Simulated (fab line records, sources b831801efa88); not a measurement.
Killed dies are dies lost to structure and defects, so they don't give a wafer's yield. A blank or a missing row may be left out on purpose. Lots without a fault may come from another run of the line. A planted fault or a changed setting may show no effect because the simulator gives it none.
A struck lot beside a sound one | flow sky130 | 15 steps out of a route of 708
Sound: wafers L274.1, L274.4, L274.6. Struck: wafer L289.4. (L289.2, L289.3 of the same lot were not struck and are left out.) The cause comes at the end.
At each step with rows: each side's tool, then ch and its chambers, then its first start. Under that, the readings that differ: sound wafers | struck wafers | difference of the means | sigmas: that difference in standard deviations of wafers without a fault.
alike: readings whose means differ by less than 2 such deviations, and words and numbers that are the same on both sides. not compared: withheld readings, readings that some wafer has no value for, bounds like >300 that may hide the same value, and numbers for which the record gives no deviation and whose values overlap.
The two part at a step that has a row with sigmas, a row that says differs or no value, or rows on one side only. Numbers that don't overlap but have no deviation are shown without sigmas and don't part them. A reading that every wafer of one side lacks parts them only if that side has two wafers or more.

first, 8 steps without rows for these wafers: SKY_FIELD_ISO_DEHYDRATE_05 (time 60 s); SKY_FIELD_ISO_HMDS_06 (prime time 60 s); SKY_FIELD_ISO_COAT_07 (resist thk 60 nm); SKY_FIELD_ISO_COAT_08 (resist thk 450 nm); SKY_FIELD_ISO_SOFTBAKE_09 (time 90 s); SKY_FIELD_ISO_EXPOSE_10 (exposes mask FOM, target cd 150 nm); SKY_FIELD_ISO_PEB_11; SKY_FIELD_ISO_DEVELOP_12 (develop time 62.73 s).
SKY_FIELD_ISO_CD_MEAS_13: target cd 150 nm.
  sound on cd_sem-02, day 2 10:37; struck on cd_sem-02, day 5 19:35
  alike: cd_nm
SKY_FIELD_ISO_ETCH_14: etches BARC in N2/H2, stops on SiO2, time 45.9 s, target depth 60 nm.
  sound on rie_diel-02 ch 0,2, day 2 10:44; struck on rie_diel-04 ch 2, day 5 19:41
  alike: drypump_motor_current_A, oes_product_au, rf_fwd_power_W, throttle_valve_pct
  not compared: rf_hours_counter_h
SKY_FIELD_ISO_ETCH_15: etches the open film in CHF3/O2, stops on Si, target depth 180 nm, time 72 s.
  sound on rie_diel-02 ch 0,2, day 2 10:47; struck on rie_diel-04 ch 2, day 5 19:44
  reading               | sound             | struck | difference | sigmas
  oes_product_au (a.u.) | 0.938 0.942 0.936 | 0.955  | +0.016     | +2
  alike: drypump_motor_current_A, rf_fwd_power_W, throttle_valve_pct
  not compared: rf_hours_counter_h
SKY_FIELD_ISO_STRIP_16: strips in O2/N2.
  sound on plasma_asher-03 ch 0, day 2 10:50; struck on plasma_asher-04 ch 1, day 5 19:47
  alike: drypump_motor_current_A, oes_product_au, strip_time_to_endpoint_s
  not compared: rf_hours_counter_h
SKY_FIELD_ISO_ETCH_17: etches Si in HBr/Cl2/O2, target depth 342 nm, time 97.7 s.
  sound on rie_si-02 ch 0,2,3, day 2 10:56; struck on rie_si-02 ch 2, day 5 19:53
  reading                               | sound                | struck | difference | sigmas
  oes_product_au (a.u.)                 | 1.002 1.006 0.996    | 0.944  | -0.057     | -7
  rf_fwd_power_W (W)                    | 589.2 597.8 594.9    | 500.6  | -93.4      | -37
  throttle_valve_pct (%)                | 25.651 25.661 25.664 | 25.689 | +0.030     | +3
  model.etch.depth_nm (nm)              | 341.5 341.6 341.2    | 309.3  | -32.1      |
  model.FIELD_ISO.feature_depth_nm (nm) | 341.5 341.6 341.2    | 309.3  | -32.1      |
  alike: drypump_motor_current_A
  not compared: rf_hours_counter_h
then, 1 step without rows for these wafers: SKY_FIELD_ISO_WET_ETCH_18 (etches Si3N4 in H3PO4, target depth 25 nm, time 286 s).
-- the record jumps here: 44 days lie between the struck wafers' starts before and after (it left off in module FIELD_ISO and takes up again in module PAD_OPEN, whose first step shown is number 708 of the route) --
SKY_PAD_OPEN_PROBE_99:
  sound on prober-02, day 45 19:43; struck on prober-02, day 49 12:28
  reading                               | sound                        | struck    | difference | sigmas
  model.etest.res_p_drift_20v.rs_ohm_sq | 8838 8840 8965               | 7688      | -1193      |
  model.etest.pfet_16v.r_on_ohm_um      | 1.537e+04 1.53e+04 1.542e+04 | 1.431e+04 | -1.053e+03 |
  model.etest.res_nwell.line_ohm_um     | 1073 1062 1078               | 980.1     | -90.9      |
  model.etest.res_nwell.rs_ohm_sq       | 922 918.9 925.8              | 813.1     | -109.1     |
  model.etest.cap_poly_to_well.c_af_um2 | 91.64 91.23 93.74            | 99.03     | +6.83      |
  model.etest.field_p.vt_v (V)          | -41.44 -41.22 -41.41         | -33.3     | +8.1       |
  model.etest.field_n.vt_v (V)          | 35.8 35.76 35.78             | 30.47     | -5.31      |
  model.etest.cap_li_to_well.c_af_um2   | 37 36.29 36.71               | 39.03     | +2.36      |
  alike: killed_at_M0_to_M3, killed_at_M4_up, killed_at_contacts, killed_at_front_end, killed_dies, killed_open, killed_short

WHERE THEY PART
First at SKY_FIELD_ISO_ETCH_15; last, within this record, at SKY_FIELD_ISO_ETCH_17. Later steps at which nothing parts them and some readings are alike: SKY_PAD_OPEN_PROBE_99.

WHY: what the simulator had put in
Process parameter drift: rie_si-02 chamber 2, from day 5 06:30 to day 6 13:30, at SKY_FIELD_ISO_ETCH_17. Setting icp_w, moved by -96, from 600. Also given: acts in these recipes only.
